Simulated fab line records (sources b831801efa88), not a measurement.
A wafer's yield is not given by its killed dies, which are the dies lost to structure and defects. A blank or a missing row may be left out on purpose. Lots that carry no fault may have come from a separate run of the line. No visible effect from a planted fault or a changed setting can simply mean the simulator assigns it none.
Chamber matching	flow sky130	SKY_VIA1_CMP_24 on cmp-02: 4 sister chambers
The step polishes, stops on SiO2, t overpolish 15 s, target thk 0 nm. 8 wafers are shown with their chamber, then 6 later ones without.

WAFERS PAIRED WITH THEIR CHAMBERS
wafer	chamber	motor_current_A (A)	time_to_endpoint_s (s)
L745.4	0	10.2	65
L749.4	1	10.9	71
L749.5	3	11.2	68
L750.4	2	10.9	72
L750.6	3	11.5	67
L756.1	2	10.5	67
L756.2	1	10.7	65
L756.4	0	10.3	66

WAFERS WITH NO CHAMBER GIVEN
wafer	motor_current_A (A)	time_to_endpoint_s (s)
L758.1	11.5	62
L758.5	10.6	67
L758.6	10.1	63
L760.2	10.6	69
L760.3	11.3	66
L760.6	10.8	71

WHICH CHAMBER EACH WENT THROUGH
wafer	from the rows above	in truth
L758.1	3	3
L758.5	can't be placed: 2 or 1 or 0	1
L758.6	0	0
L760.2	can't be placed: 2 or 1 or 0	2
L760.3	3	3
L760.6	can't be placed: 2 or 1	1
Correctly placed: 3 of 6. These rows do not allow placing 3 (true chamber among the candidates in 3). Number placed wrongly: 0.
How it was worked out, from the rows above alone: a wafer's distance from a chamber is the root of the sum, over the readings, of the square of ((its reading less the chamber's mean) divided by the reading's scatter). The wafer belongs to the nearest chamber; if the next one is less than 2 further off, it can't be placed. For every chamber, the mean is computed from those of its wafers that are shown. The scatter: take each reading less its chamber's mean, square it, sum over the shown wafers, divide by the number of wafers less the number of chambers, and take the root.
